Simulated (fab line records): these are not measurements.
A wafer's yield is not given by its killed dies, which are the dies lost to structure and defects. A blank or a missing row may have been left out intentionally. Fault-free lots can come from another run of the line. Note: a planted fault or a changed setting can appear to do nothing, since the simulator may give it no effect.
fab line records + flow sky130
[record]
- lots = 6
- wafers = 18
- lastDay = 50
route steps=708 shown VT_ADJUST_PCH@148 SONOS_TUNNEL@154
lots that met no fault: taken from a fault-free run of the same line
startH: start of the lot's first displayed wafer, in hours after the record's first day + waitH: time in hours since the lot's previous step + " identical to the entry in the row above + L1.1+2: one row covering several wafers at once + - no value present, or no start provided + * or withheld: withheld + < > ~ a bound
route shown NAME@n: NAME is a module with steps in the file, n the number in the route of the first one + usual: average and standard deviation across the fault-free wafers + same: alike in all rows + chamber/n: place in a boat + sites: per-site readings + _std_site: their standard deviation + _edge_site: the outer-site mean with the inner-site mean subtracted + radiusMm: how far each site lies from the wafer's centre + mask NAME#n: copy n + behind: the last tool/chamber to shape the wafer + hold: cause of the lot's hold/its duration in hours/its outcome + device: whichever transistor did not switch (one of n, p or np) + end of line: the route-end tests of the same wafers + a step with no rows: only its recipe + killed: dies that structure and defects cost at the first sort, which is not the same as the wafer's yield + map: per-die view of a wafer (x killed, . not killed, _ where there is no die)
set.NAME: the setting that was run; set.NAME@STEP: the one run at that earlier step + model.NAME: the simulator's own value behind a step, which no gauge read
lots at some steps of the route; a table a step, a row a wafer
[[steps]]
[step SKY_VT_ADJUST_PCH_PEB_05]
[recipe]
- tempC = 115
- timeS = withheld
[step SKY_VT_ADJUST_PCH_DEVELOP_06]
[recipe]
- wallAngleDeg = 90
- developer = TMAH
- developTimeS = 60
- devTempC = 23
[step SKY_VT_ADJUST_PCH_OVL_MEAS_07]
[usual]
- VT_ADJUST_PCH_OVL = 0.6/1.4
| lot.wafer | tool       | chamber | startH | waitH | VT_ADJUST_PCH_OVL[nm] |
|-----------|------------|---------|--------|-------|-----------------------|
| L209.2    | overlay-02 | -       | 231.57 | -     | 0.0                   |
| L209.3    | "          | -       | "      | "     | -0.5                  |
| L209.4    | "          | -       | "      | "     | 0.4                   |
| L211.1    | overlay-01 | -       | 253.03 | -     | 1.1                   |
| L211.3    | "          | -       | "      | "     | 0.7                   |
| L211.6    | "          | -       | "      | "     | -1.3                  |
| L221.2    | overlay-01 | -       | 331.34 | -     | 1.5                   |
| L221.4    | "          | -       | "      | "     | 2.0                   |
| L221.5    | "          | -       | "      | "     | 1.5                   |
| L223.3    | overlay-02 | -       | 337.84 | -     | 1.9                   |
| L223.4    | "          | -       | "      | "     | -0.3                  |
| L223.6    | "          | -       | "      | "     | -0.3                  |
| L225.2    | overlay-01 | -       | 358.89 | -     | 0.3                   |
| L225.4    | "          | -       | "      | "     | 0.2                   |
| L225.5    | "          | -       | "      | "     | 1.2                   |
| L229.1    | overlay-01 | -       | 388.34 | -     | -0.8                  |
| L229.5    | "          | -       | "      | "     | 0.8                   |
| L229.6    | "          | -       | "      | "     | -0.4                  |
[step SKY_VT_ADJUST_PCH_IMPLANT_08]
[recipe]
- species = B
- energyKev = 10
- doseCm2 = 5e+11
- tiltDeg = withheld
[step SKY_VT_ADJUST_PCH_STRIP_09]
[recipe]
- chemistry = O2/N2
- powerW = 1400
- pressureMtorr = 1500
- platenTempC = withheld
- o2FlowSccm = 3000
- n2FlowSccm = 300
- overashFraction = 0.5
[usual]
- drypumpMotorCurrentA = 5.53/0.3
- oesProductAu = 0.723/0.005
- stripTimeToEndpointS = 36.95/0.11
| lot.wafer | tool           | chamber | startH | waitH | drypumpMotorCurrentA | oesProductAu | rfHoursCounterH | stripTimeToEndpointS |
|-----------|----------------|---------|--------|-------|----------------------|--------------|-----------------|----------------------|
| L209.2    | plasmaAsher-04 | 1       | 231.75 | 0.1   | 5.68                 | 0.728        | 40              | 36.91                |
| L209.3    | "              | 1       | "      | "     | 5.71                 | 0.718        | -               | 36.88                |
| L209.4    | "              | 0       | "      | "     | 5.23                 | 0.721        | -               | 36.85                |
| L211.1    | plasmaAsher-04 | 1       | 253.22 | 0.1   | 5.68                 | 0.715        | 42              | 37.07                |
| L211.3    | "              | 0       | "      | "     | 5.23                 | 0.717        | -               | 37.13                |
| L211.6    | "              | 1       | "      | "     | 5.67                 | 0.719        | -               | 37.01                |
| L221.2    | plasmaAsher-04 | 1       | 331.52 | 0.1   | 5.70                 | 0.724        | 51              | 36.97                |
| L221.4    | "              | 1       | "      | "     | 5.66                 | 0.719        | -               | 37.06                |
| L221.5    | "              | 0       | "      | "     | 5.23                 | 0.728        | -               | 36.98                |
| L223.3    | plasmaAsher-03 | 1       | 338.05 | 0.1   | 5.71                 | 0.714        | -               | 36.92                |
| L223.4    | "              | 0       | "      | "     | 5.21                 | 0.732        | -               | 36.93                |
| L223.6    | "              | 1       | "      | "     | 5.72                 | 0.719        | -               | 36.79                |
| L225.2    | plasmaAsher-03 | 0       | 359.07 | 0.1   | 5.19                 | 0.719        | 66              | 36.93                |
| L225.4    | "              | 0       | "      | "     | 5.16                 | 0.737        | -               | 37.05                |
| L225.5    | "              | 0       | "      | "     | 5.18                 | 0.719        | -               | 36.94                |
| L229.1    | plasmaAsher-03 | 0       | 388.52 | 0.1   | 5.18                 | 0.722        | 70              | 37.03                |
| L229.5    | "              | 0       | "      | "     | 5.21                 | 0.736        | -               | 37.02                |
| L229.6    | "              | 1       | "      | "     | 5.70                 | 0.723        | -               | 37.02                |
[step SKY_VT_ADJUST_PCH_TW_MEAS_10]
[usual]
- VT_ADJUST_PCH_TW = 142.3/1.7
| lot.wafer | tool         | chamber | startH | waitH | VT_ADJUST_PCH_TW |
|-----------|--------------|---------|--------|-------|------------------|
| L209.2    | filmMetro-04 | -       | 231.86 | 0.1   | 139.6            |
| L209.3    | "            | -       | "      | "     | 140.6            |
| L209.4    | "            | -       | "      | "     | 140.5            |
| L211.1    | filmMetro-03 | -       | 253.32 | 0.1   | 143.0            |
| L211.3    | "            | -       | "      | "     | 143.5            |
| L211.6    | "            | -       | "      | "     | 143.4            |
| L221.2    | filmMetro-02 | -       | 331.63 | 0.1   | 144.1            |
| L221.4    | "            | -       | "      | "     | 143.8            |
| L221.5    | "            | -       | "      | "     | 144.3            |
| L223.3    | filmMetro-02 | -       | 338.14 | 0.1   | 143.7            |
| L223.4    | "            | -       | "      | "     | 145.1            |
| L223.6    | "            | -       | "      | "     | 144.0            |
| L225.2    | filmMetro-04 | -       | 359.18 | 0.1   | 140.8            |
| L225.4    | "            | -       | "      | "     | 140.3            |
| L225.5    | "            | -       | "      | "     | 141.1            |
| L229.1    | filmMetro-04 | -       | 388.62 | 0.1   | 139.8            |
| L229.5    | "            | -       | "      | "     | 140.6            |
| L229.6    | "            | -       | "      | "     | 140.7            |
[step SKY_SONOS_TUNNEL_DEHYDRATE_00]
[recipe]
- tempC = 200
- timeS = 60
[step SKY_SONOS_TUNNEL_HMDS_01]
[recipe]
- primeTimeS = 60
- primeTempC = 120
[step SKY_SONOS_TUNNEL_COAT_02]
[recipe]
- resist = NOVOLAK
- spinRpm = 3000
- resistThkNm = 1140
[step SKY_SONOS_TUNNEL_SOFTBAKE_03]
[recipe]
- tempC = 90
- timeS = 60
- resist = NOVOLAK
[step SKY_SONOS_TUNNEL_EXPOSE_04]
[recipe]
- maskId = TUNM
- na = 0.6
- sourceShape = conventional
- sigmaOuter = 0.6
- polarization = unpolarized
- targetCdNm = 410
- doseMj = 136
[step SKY_SONOS_TUNNEL_PEB_05]
[recipe]
- tempC = withheld
- timeS = *
- resist = NOVOLAK
[step SKY_SONOS_TUNNEL_DEVELOP_06]
[recipe]
- resist = NOVOLAK
- developer = TMAH
- developTimeS = 60
- devTempC = 23
| lot.wafer  | tool          | chamber | startH | waitH |
|------------|---------------|---------|--------|-------|
| L209.2+3+4 | lithoTrack-04 | 0       | 254.84 | 0.1   |
| L211.1+3+6 | lithoTrack-03 | 0       | 275.79 | 0.1   |
| L221.2+4+5 | lithoTrack-04 | 0       | 358.34 | 0.1   |
| L223.3+4+6 | lithoTrack-03 | 0       | 365.19 | 0.1   |
| L225.2+4+5 | lithoTrack-03 | 0       | 387.06 | 0.1   |
| L229.1+5+6 | lithoTrack-01 | 0       | 416.93 | 0.1   |
[step SKY_SONOS_TUNNEL_CD_MEAS_07]
[recipe]
- targetCdNm = 410
[usual]
- cdNm = 410.5/2.3
| lot.wafer | tool     | chamber | startH | waitH | cdNm  |
|-----------|----------|---------|--------|-------|-------|
| L209.2    | cdSem-02 | -       | 254.99 | 0.1   | 407.7 |
| L209.3    | "        | -       | "      | "     | 409.5 |
| L209.4    | "        | -       | "      | "     | 409.0 |
| L211.1    | cdSem-02 | -       | 275.94 | 0.1   | 408.7 |
| L211.3    | "        | -       | "      | "     | 406.2 |
| L211.6    | "        | -       | "      | "     | 407.5 |
| L221.2    | cdSem-02 | -       | 358.49 | 0.1   | 413.9 |
| L221.4    | "        | -       | "      | "     | 414.9 |
| L221.5    | "        | -       | "      | "     | 414.0 |
| L223.3    | cdSem-01 | -       | 365.33 | 0.1   | 387.2 |
| L223.4    | "        | -       | "      | "     | 388.0 |
| L223.6    | "        | -       | "      | "     | 388.8 |
| L225.2    | cdSem-01 | -       | 387.21 | 0.1   | 386.0 |
| L225.4    | "        | -       | "      | "     | 384.7 |
| L225.5    | "        | -       | "      | "     | 383.7 |
| L229.1    | cdSem-01 | -       | 417.08 | 0.1   | 407.9 |
| L229.5    | "        | -       | "      | "     | 408.4 |
| L229.6    | "        | -       | "      | "     | 408.3 |
[step SKY_SONOS_TUNNEL_OVL_MEAS_08]
[usual]
- SONOS_TUNNEL_OVL = -0.4/1.5
| lot.wafer | tool       | chamber | startH | waitH | SONOS_TUNNEL_OVL[nm] |
|-----------|------------|---------|--------|-------|----------------------|
| L209.2    | overlay-01 | -       | 255.09 | 0.1   | -3.3                 |
| L209.3    | "          | -       | "      | "     | -0.4                 |
| L209.4    | "          | -       | "      | "     | 1.4                  |
| L211.1    | overlay-02 | -       | 276.06 | 0.1   | -0.5                 |
| L211.3    | "          | -       | "      | "     | -0.6                 |
| L211.6    | "          | -       | "      | "     | 0.3                  |
| L221.2    | overlay-02 | -       | 358.59 | 0.1   | -2.8                 |
| L221.4    | "          | -       | "      | "     | -0.3                 |
| L221.5    | "          | -       | "      | "     | 1.7                  |
| L223.3    | overlay-02 | -       | 365.42 | 0.1   | -1.7                 |
| L223.4    | "          | -       | "      | "     | 0.7                  |
| L223.6    | "          | -       | "      | "     | -1.1                 |
| L225.2    | overlay-02 | -       | 387.31 | 0.1   | -0.6                 |
| L225.4    | "          | -       | "      | "     | 0.0                  |
| L225.5    | "          | -       | "      | "     | -0.1                 |
| L229.1    | overlay-01 | -       | 417.20 | 0.1   | 2.2                  |
| L229.5    | "          | -       | "      | "     | 2.6                  |
| L229.6    | "          | -       | "      | "     | 4.4                  |
[[key]]
[firstSign]
- step = SKY_SONOS_TUNNEL_CD_MEAS_07
- reading = cdNm
- direction = down
- sigmas = 11
- usual = 410.5
- struck = 386.4
effect none on later readings
metAt SKY_SONOS_TUNNEL_DEVELOP_06
struckWafers L223.3,L223.4,L223.6,L225.2,L225.4,L225.5
testerLeftOut L223,L225
onsetBetween 275.79 365.19
[fault]
- kind = processParameterDrift
- tool = lithoTrack-03
- chamber = -
- onsetH = 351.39
- steps = SKY_SONOS_TUNNEL_DEVELOP_06
- channel = developTimeS
- offset = *
- shape = step
- endH = 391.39
- actsIn = *
- stated = *
// testerLeftOut: of these lots the tester's yield and bins aren't shown, on N5 and GAA mostly nor the transistor test; their killed dies are dies lost to structure and defects alone, not to doping, threshold or leakage, so they don't give the yield
